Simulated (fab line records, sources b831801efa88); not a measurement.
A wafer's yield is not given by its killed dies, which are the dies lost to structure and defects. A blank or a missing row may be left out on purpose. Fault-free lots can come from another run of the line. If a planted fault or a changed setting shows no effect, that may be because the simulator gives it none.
fab line records ; flow sky130
[record] lots = 11; wafers = 33; last_day = 51
route steps=708 shown NWELL@33 DNWELL@43 CONTACT@409
lots untouched by any fault: they come from a run of this same line in which no faults occurred
start_h: the number of hours between the record's first day and the start of the first shown wafer of the lot ; wait_h: hours since the lot's step before ; " same as the row above ; L1.1+2: a single row standing in for several wafers ; - no value, or no start given ; * or withheld: withheld ; < > ~ a bound
route shown NAME@n: a module of which the file shows steps, and the number in the route of the first ; usual: the fault-free wafers' mean and standard deviation ; same: alike in all rows ; chamber/n: place in a boat ; sites: per-site readings ; _std_site: standard deviation of those values ; _edge_site: mean of outer sites minus mean of inner sites ; radius_mm: how far each site lies from the wafer's centre ; mask NAME#n: copy n ; behind: the tool/chamber that last shaped the wafer ; hold: reason for holding the lot/hours on hold/outcome of the hold ; device: whichever transistor did not switch (one of n, p or np) ; end of line: the same wafers' tests at the end of the route ; step lacking rows: just its recipe ; killed: at the first sort, the dies lost to defects and structure; wafer yield is something else ; map: a wafer's dies, x killed, . not, _ none there
set.NAME: the setting the step ran with; set.NAME@STEP: the setting that earlier step ran with ; model.NAME: the simulator's own value behind a step, which no gauge read
the route's steps for a sample of lots (tables are steps, rows are wafers)
services: when a tool's chamber went out of use (start_h, in hours from the record's first day, below 0 if earlier), for how many hours, and the reason
[[steps]]
[step SKY_NWELL_OXIDATION_01]
[recipe] temp_c = 900; ambient = O2; stabilise_s = 600; purge_s = 300; target_thk_a = 100; ox_time_s = 1418
[usual] spike_tc_bottom_C = 921.5/1.3; spike_tc_centre_C = 899.4/1; spike_tc_lower_C = 899.5/1.2; spike_tc_top_C = 906.6/2.3; spike_tc_upper_C = 899.9/0.92; tube_center_temp_C = 900/0.083; tube_center_temp_C_max = 902.3/0.38; zone_power_bottom_pct = 27.1/0.36; zone_power_centre_pct = 17.54/0.22; zone_power_lower_pct = 17.7/2
lot.wafer;tool;chamber;start_h;wait_h;spike_tc_bottom_C;spike_tc_centre_C;spike_tc_lower_C;spike_tc_top_C;spike_tc_upper_C;tube_center_temp_C;tube_center_temp_C_max;zone_power_bottom_pct;zone_power_centre_pct;zone_power_lower_pct
L770.1;furnace-01;0;45.07;2.1;921.7;897.9;899.9;905.4;899.2;900.09;901.9;27.1;17.40;15.8
L770.4;furnace-01;0;45.07;2.1;921.5;899.9;897.5;903.7;900.5;900.04;902.4;26.8;18.11;15.8
L770.5;furnace-01;0;45.07;2.1;921.5;898.9;900.4;904.8;900.7;900.11;902.5;27.2;17.30;16.0
L772.2;furnace-01;0;52.23;1.8;924.1;898.9;899.4;904.8;898.8;900.08;902.3;26.7;17.66;16.1
L772.5;furnace-01;0;52.23;1.8;921.7;898.9;898.7;902.1;899.5;900.06;901.7;26.6;17.75;16.0
L772.6;furnace-01;0;52.23;1.8;923.0;899.9;900.3;904.6;898.4;900.08;902.5;27.2;17.76;15.7
L773.3;furnace-02;0;54.13;1.8;919.3;902.4;897.9;910.2;900.5;900.09;902.7;27.4;17.40;19.9
L773.4;furnace-02;0;54.13;1.8;922.2;900.3;899.4;908.7;898.4;899.99;902.6;26.9;17.64;19.5
L773.5;furnace-02;0;54.13;1.8;921.9;899.3;899.4;908.9;899.7;899.97;902.5;27.2;17.53;20.0
L774.2;furnace-01;0;59.27;1.3;951.7;931.2;931.3;934.5;931.1;930.44;933.0;28.5;19.26;17.3
L774.3;furnace-01;0;59.27;1.3;950.0;931.5;930.4;934.8;929.9;930.34;932.5;29.1;18.79;17.1
L774.6;furnace-01;0;59.27;1.3;951.3;930.7;929.5;935.6;929.6;930.32;932.3;28.9;19.02;16.9
L775.3;furnace-01;0;66.63;1.0;955.1;927.9;930.4;934.6;929.6;930.47;932.8;29.0;19.42;17.1
L775.5;furnace-01;0;66.63;1.0;951.9;930.5;931.3;935.2;928.2;930.22;932.4;29.3;18.94;17.2
L775.6;furnace-01;0;66.63;1.0;952.5;929.1;931.1;932.4;930.7;930.37;932.8;28.7;19.14;17.0
L785.2;furnace-02;0;111.97;0.1;920.1;900.3;897.2;909.9;900.0;899.95;901.9;27.2;17.57;20.2
L785.3;furnace-02;0;111.97;0.1;923.1;899.5;898.9;908.7;901.4;900.09;902.3;27.4;17.50;20.0
L785.4;furnace-02;0;111.97;0.1;920.8;900.7;899.0;907.5;900.0;899.98;902.5;27.5;17.29;19.6
L788.1;furnace-01;0;129.58;0.0;922.3;899.9;900.9;904.8;899.6;900.07;902.2;26.4;17.59;16.0
L788.3;furnace-01;0;129.58;0.0;922.9;900.2;898.3;903.3;898.4;900.02;902.4;26.8;17.38;15.7
L788.6;furnace-01;0;129.58;0.0;922.6;898.5;899.3;903.2;899.8;900.02;902.4;26.3;17.44;16.1
L789.2;furnace-02;0;133.60;0.2;919.6;899.1;898.9;908.0;899.8;899.87;902.3;26.8;17.41;20.0
L789.3;furnace-02;0;133.60;0.2;920.5;898.1;899.0;910.9;899.4;899.92;901.9;27.7;17.52;19.9
L789.5;furnace-02;0;133.60;0.2;920.7;898.9;897.3;909.1;900.3;899.84;901.9;27.1;17.49;19.7
L790.1;furnace-01;0;140.82;1.9;922.4;899.6;899.5;904.5;900.4;900.05;903.2;26.7;17.75;15.6
L790.3;furnace-01;0;140.82;1.9;921.4;899.5;901.5;904.9;899.7;900.05;902.8;26.4;17.73;15.7
L790.5;furnace-01;0;140.82;1.9;922.8;899.7;899.3;907.1;899.4;900.05;901.9;27.2;17.23;16.1
L792.2;furnace-02;0;154.54;1.6;920.1;899.0;898.5;908.4;900.5;899.99;902.5;27.7;17.50;20.4
L792.5;furnace-02;0;154.54;1.6;919.0;897.3;897.9;909.9;899.9;900.04;902.4;27.1;17.62;19.9
L792.6;furnace-02;0;154.54;1.6;919.3;899.3;898.2;909.5;899.2;899.94;903.1;27.4;17.36;19.5
L793.4;furnace-02;0;158.61;1.7;920.2;900.5;899.7;907.4;900.7;899.85;901.9;27.2;17.38;19.9
L793.5;furnace-02;0;158.61;1.7;923.4;899.8;900.3;909.3;899.1;899.91;902.1;26.9;17.27;20.1
L793.6;furnace-02;0;158.61;1.7;920.6;898.2;899.1;908.5;899.1;899.96;902.2;27.3;17.29;20.3
[step SKY_NWELL_THK_MEAS_02]
[recipe] reads = SiO2_of_NWELL_OXIDATION_01
[usual] NWELL_OXIDATION_THK = 9.97/0.18
lot.wafer;tool;chamber;start_h;wait_h;NWELL_OXIDATION_THK[nm]
L770.1;film_metro-02;-;46.46;0.0;9.73
L770.4;film_metro-02;-;46.46;0.0;9.76
L770.5;film_metro-02;-;46.46;0.0;9.93
L772.2;film_metro-04;-;53.64;0.0;9.94
L772.5;film_metro-04;-;53.64;0.0;9.97
L772.6;film_metro-04;-;53.64;0.0;9.98
L773.3;film_metro-02;-;55.54;0.0;9.74
L773.4;film_metro-02;-;55.54;0.0;9.61
L773.5;film_metro-02;-;55.54;0.0;9.65
L774.2;film_metro-02;-;60.67;0.0;13.41
L774.3;film_metro-02;-;60.67;0.0;13.60
L774.6;film_metro-02;-;60.67;0.0;13.41
L775.3;film_metro-02;-;68.05;0.0;13.90
L775.5;film_metro-02;-;68.05;0.0;13.74
L775.6;film_metro-02;-;68.05;0.0;13.66
L785.2;film_metro-02;-;113.38;0.0;9.81
L785.3;film_metro-02;-;113.38;0.0;9.79
L785.4;film_metro-02;-;113.38;0.0;9.83
L788.1;film_metro-04;-;130.97;0.0;9.75
L788.3;film_metro-04;-;130.97;0.0;9.92
L788.6;film_metro-04;-;130.97;0.0;10.09
L789.2;film_metro-04;-;135.00;0.0;10.21
L789.3;film_metro-04;-;135.00;0.0;10.14
L789.5;film_metro-04;-;135.00;0.0;10.04
L790.1;film_metro-01;-;142.22;0.0;9.93
L790.3;film_metro-01;-;142.22;0.0;10.00
L790.5;film_metro-01;-;142.22;0.0;10.10
L792.2;film_metro-01;-;155.94;0.0;9.88
L792.5;film_metro-01;-;155.94;0.0;10.06
L792.6;film_metro-01;-;155.94;0.0;9.71
L793.4;film_metro-04;-;160.04;0.0;10.10
L793.5;film_metro-04;-;160.04;0.0;10.10
L793.6;film_metro-04;-;160.04;0.0;10.02
[step SKY_DNWELL_STRIP_08]
[recipe] chemistry = O2/N2; power_w = 1400; pressure_mtorr = 1500; platen_temp_c = withheld; o2_flow_sccm = 3000; n2_flow_sccm = 300; overash_fraction = 0.5
[usual] drypump_motor_current_A = 5.9/0.3; n2_flow_sccm = 300.1/0.86; oes_product_au = 0.723/0.0048; strip_time_to_endpoint_s = 36.91/0.1
lot.wafer;tool;chamber;start_h;wait_h;drypump_motor_current_A;n2_flow_sccm;oes_product_au;rf_hours_counter_h;strip_time_to_endpoint_s
L770.1;plasma_asher-04;0;62.28;0.1;6.2;300.6;0.722;37;37.01
L770.4;plasma_asher-04;1;62.28;0.1;5.7;300.6;0.729;-;37.01
L770.5;plasma_asher-04;0;62.28;0.1;6.2;299.7;0.719;-;37.03
L772.2;plasma_asher-02;1;70.08;0.1;6.3;299.8;0.725;38;37.05
L772.5;plasma_asher-02;1;70.08;0.1;6.3;301.1;0.720;-;37.16
L772.6;plasma_asher-02;0;70.08;0.1;5.7;299.7;0.723;-;36.98
L773.3;plasma_asher-04;1;72.48;0.1;5.7;301.4;0.720;-;37.11
L773.4;plasma_asher-04;0;72.48;0.1;6.2;300.3;0.715;-;37.00
L773.5;plasma_asher-04;1;72.48;0.1;5.7;300.5;0.723;-;37.03
L774.2;plasma_asher-02;0;77.43;0.1;5.7;299.6;0.724;38;37.02
L774.3;plasma_asher-02;0;77.43;0.1;5.7;300.9;0.728;-;37.14
L774.6;plasma_asher-02;0;77.43;0.1;5.7;299.8;0.719;-;37.06
L775.3;plasma_asher-04;1;85.12;0.1;5.7;300.7;0.719;-;36.74
L775.5;plasma_asher-04;1;85.12;0.1;5.7;299.4;0.719;-;36.83
L775.6;plasma_asher-04;0;85.12;0.1;6.2;299.8;0.728;-;36.73
L785.2;plasma_asher-02;1;133.10;0.1;6.3;299.6;0.720;2;36.86
L785.3;plasma_asher-02;1;133.10;0.1;6.3;299.9;0.716;-;36.90
L785.4;plasma_asher-02;0;133.10;0.1;5.7;299.5;0.724;-;36.81
L788.1;plasma_asher-02;1;151.30;0.1;6.3;301.0;0.725;3;36.83
L788.3;plasma_asher-02;1;151.30;0.1;6.4;300.1;0.726;-;36.83
L788.6;plasma_asher-02;1;151.30;0.1;6.3;301.6;0.718;-;36.83
L789.2;plasma_asher-02;1;154.20;0.1;6.3;300.6;0.715;4;36.85
L789.3;plasma_asher-02;1;154.20;0.1;6.3;301.7;0.722;-;37.04
L789.5;plasma_asher-02;0;154.20;0.1;5.7;299.7;0.727;-;36.99
L790.1;plasma_asher-02;0;161.80;0.1;5.7;301.5;0.720;4;36.74
L790.3;plasma_asher-02;0;161.80;0.1;5.7;299.9;0.724;-;36.71
L790.5;plasma_asher-02;0;161.80;0.1;5.7;299.5;0.727;-;36.76
L792.2;plasma_asher-02;0;176.35;0.1;5.7;300.0;0.733;6;36.99
L792.5;plasma_asher-02;1;176.35;0.1;6.3;300.0;0.722;-;36.96
L792.6;plasma_asher-02;0;176.35;0.1;5.7;298.3;0.729;-;37.06
L793.4;plasma_asher-04;0;180.17;0.1;6.1;299.3;0.727;-;36.93
L793.5;plasma_asher-04;1;180.17;0.1;5.7;298.9;0.721;-;36.95
L793.6;plasma_asher-04;0;180.17;0.1;6.2;300.2;0.724;-;36.85
[step SKY_CONTACT_THK_MEAS_03]
[recipe] reads = SiO2_of_CONTACT_HDPCVD_02
[usual] CONTACT_HDPCVD_THK = 565/7
lot.wafer;tool;chamber;start_h;wait_h;CONTACT_HDPCVD_THK[nm]
L770.1;film_metro-01;-;739.61;0.0;568
L770.4;film_metro-01;-;739.61;0.0;566
L770.5;film_metro-01;-;739.61;0.0;573
L772.2;film_metro-02;-;750.33;0.0;548
L772.5;film_metro-02;-;750.33;0.0;550
L772.6;film_metro-02;-;750.33;0.0;552
L773.3;film_metro-01;-;753.01;0.1;567
L773.4;film_metro-01;-;753.01;0.1;562
L773.5;film_metro-01;-;753.01;0.1;555
L774.2;film_metro-02;-;761.30;0.0;569
L774.3;film_metro-02;-;761.30;0.0;571
L774.6;film_metro-02;-;761.30;0.0;565
L775.3;film_metro-03;-;770.54;0.1;568
L775.5;film_metro-03;-;770.54;0.1;565
L775.6;film_metro-03;-;770.54;0.1;578
L785.2;film_metro-01;-;839.14;0.0;569
L785.3;film_metro-01;-;839.14;0.0;580
L785.4;film_metro-01;-;839.14;0.0;575
L788.1;film_metro-01;-;860.99;0.0;564
L788.3;film_metro-01;-;860.99;0.0;562
L788.6;film_metro-01;-;860.99;0.0;576
L789.2;film_metro-01;-;868.74;0.1;558
L789.3;film_metro-01;-;868.74;0.1;566
L789.5;film_metro-01;-;868.74;0.1;566
L790.1;film_metro-03;-;874.51;0.1;555
L790.3;film_metro-03;-;874.51;0.1;559
L790.5;film_metro-03;-;874.51;0.1;559
L792.2;film_metro-02;-;892.47;0.0;570
L792.5;film_metro-02;-;892.47;0.0;563
L792.6;film_metro-02;-;892.47;0.0;560
L793.4;film_metro-01;-;896.71;0.0;564
L793.5;film_metro-01;-;896.71;0.0;573
L793.6;film_metro-01;-;896.71;0.0;564
[step SKY_CONTACT_BOW_MEAS_05]
[recipe] mode = bow
[usual] CONTACT_BOW = 83/6.6
lot.wafer;tool;chamber;start_h;wait_h;CONTACT_BOW[um]
L770.1;film_metro-03;-;739.97;0.1;92
L770.4;film_metro-03;-;739.97;0.1;84
L770.5;film_metro-03;-;739.97;0.1;92
L772.2;film_metro-03;-;750.70;0.2;81
L772.5;film_metro-03;-;750.70;0.2;93
L772.6;film_metro-03;-;750.70;0.2;87
L773.3;film_metro-03;-;753.39;0.1;76
L773.4;film_metro-03;-;753.39;0.1;72
L773.5;film_metro-03;-;753.39;0.1;83
L774.2;film_metro-01;-;761.67;0.2;85
L774.3;film_metro-01;-;761.67;0.2;70
L774.6;film_metro-01;-;761.67;0.2;77
L775.3;film_metro-03;-;770.92;0.1;93
L775.5;film_metro-03;-;770.92;0.1;88
L775.6;film_metro-03;-;770.92;0.1;83
L785.2;film_metro-02;-;839.51;0.1;80
L785.3;film_metro-02;-;839.51;0.1;93
L785.4;film_metro-02;-;839.51;0.1;87
L788.1;film_metro-01;-;861.42;0.2;95
L788.3;film_metro-01;-;861.42;0.2;84
L788.6;film_metro-01;-;861.42;0.2;92
L789.2;film_metro-01;-;869.41;0.2;85
L789.3;film_metro-01;-;869.41;0.2;77
L789.5;film_metro-01;-;869.41;0.2;83
L790.1;film_metro-02;-;875.12;0.2;86
L790.3;film_metro-02;-;875.12;0.2;81
L790.5;film_metro-02;-;875.12;0.2;76
L792.2;film_metro-01;-;892.84;0.3;95
L792.5;film_metro-01;-;892.84;0.3;84
L792.6;film_metro-01;-;892.84;0.3;85
L793.4;film_metro-01;-;897.10;0.3;79
L793.5;film_metro-01;-;897.10;0.3;96
L793.6;film_metro-01;-;897.10;0.3;72
[[services]]
tool;chamber;start_h;hours;kind
plasma_asher-02;-;42.05;0.8;repair
furnace-01;-;91.61;3.9;pm
plasma_asher-02;-;108.80;9.0;pm
plasma_asher-02;0;108.80;9.0;vent_cycle
plasma_asher-02;1;108.80;9.0;vent_cycle
plasma_asher-02;0;117.80;-;clean
plasma_asher-02;1;117.80;-;clean
furnace-02;-;137.99;3.8;pm
plasma_asher-04;-;139.27;1.2;repair
furnace-02;-;141.74;4.5;repair
[[key]]
[first_sign] step = SKY_NWELL_OXIDATION_01; reading = tube_center_temp_C; direction = up; sigmas = 99+; usual = *; struck = *
[effect] step = SKY_NWELL_OXIDATION_01; reading = tube_center_temp_C_max; direction = up; sigmas = 79; usual = *; struck = *
[effect] step = SKY_NWELL_THK_MEAS_02; reading = NWELL_OXIDATION_THK; direction = up; sigmas = 20; usual = 9.97; struck = 13.62
met_at SKY_NWELL_OXIDATION_01
struck_lots L774,L775
tester_left_out L774,L775
not_acting_at SKY_DNWELL_STRIP_08,SKY_CONTACT_THK_MEAS_03,SKY_CONTACT_BOW_MEAS_05
onset_between 52.23 59.27
[fault] kind = process_parameter_drift; tool = furnace-01; chamber = -; onset_h = 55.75; steps = SKY_NWELL_OXIDATION_01; channel = temp_c; offset = *; shape = step; end_h = 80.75; acts_in = *; stated = *
// tester_left_out: of these lots the tester's yield and bins aren't shown, on N5 and GAA mostly nor the transistor test; their killed dies are dies lost to structure and defects alone, not to doping, threshold or leakage, so they don't give the yield
